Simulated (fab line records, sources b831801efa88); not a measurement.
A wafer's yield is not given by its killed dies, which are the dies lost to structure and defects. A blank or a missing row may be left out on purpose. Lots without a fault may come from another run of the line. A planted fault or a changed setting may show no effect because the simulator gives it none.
A single fault, viewed from 2 desks / flow sky130 / numbers are kept per desk, each desk with only its own; the story behind them comes last

== THE METROLOGY DESK ==
Means of the sampled wafers that have a number, per lot and without regard to the tool the lot ran on: this is what the gauges read. Any lot whose mean is over 4 standard deviations away from the usual mean is out of limits and marked OUT; that distance is given in the brackets.
Columns: A = cd nm at SKY_CONTACT_CD_MEAS_14, usual 170.0 nm
lot=L502; first seen here=day 32 08:43; A=168.7
lot=L503; first seen here=day 33 09:59; A=168.9
lot=L505; first seen here=day 33 16:35; A=167.9
lot=L506; first seen here=day 33 20:42; A=170.2
lot=L509; first seen here=day 34 05:03; A=172.0
lot=L507; first seen here=day 34 07:19; A=169.8
lot=L511; first seen here=day 35 00:07; A=170.0
lot=L513; first seen here=day 35 11:08; A=170.6
lot=L519; first seen here=day 37 11:23; A=170.8
lot=L520; first seen here=day 37 16:51; A=171.0
lot=L521; first seen here=day 38 05:00; A=170.7
lot=L523; first seen here=day 38 16:11; A=171.2
Result from this desk: across the 12 lots, nothing is out of limits.

== THE TOOL OWNER'S DESK: litho track-01 ==
The tool's own readings at SKY_CONTACT_COAT_08 (resist thk 60 nm): means of the sampled wafers that have a number, for each lot that ran on this tool. Any lot whose mean is over 4 standard deviations away from the usual mean is out of limits and marked OUT; that distance is given in the brackets.
Columns: A = dispense pressure kPa at SKY_CONTACT_COAT_08, usual 50 kPa
lot=L505; first seen here=day 33 02:40; A=47
lot=L509; first seen here=day 33 14:55; A=47
lot=L507; first seen here=day 33 17:32; A=47
lot=L513; first seen here=day 34 21:34; A=47
lot=L519; first seen here=day 36 21:19; A=47
lot=L520; first seen here=day 37 03:34; A=47
Result from this desk: across the 6 lots, nothing is out of limits.

== PUT TOGETHER ==
From the metrology desk's view, nothing was out of limits.
Nothing out of limits was seen by the tool owner's desk.

== WHAT HAD BEEN PUT IN BY THE SIMULATOR ==
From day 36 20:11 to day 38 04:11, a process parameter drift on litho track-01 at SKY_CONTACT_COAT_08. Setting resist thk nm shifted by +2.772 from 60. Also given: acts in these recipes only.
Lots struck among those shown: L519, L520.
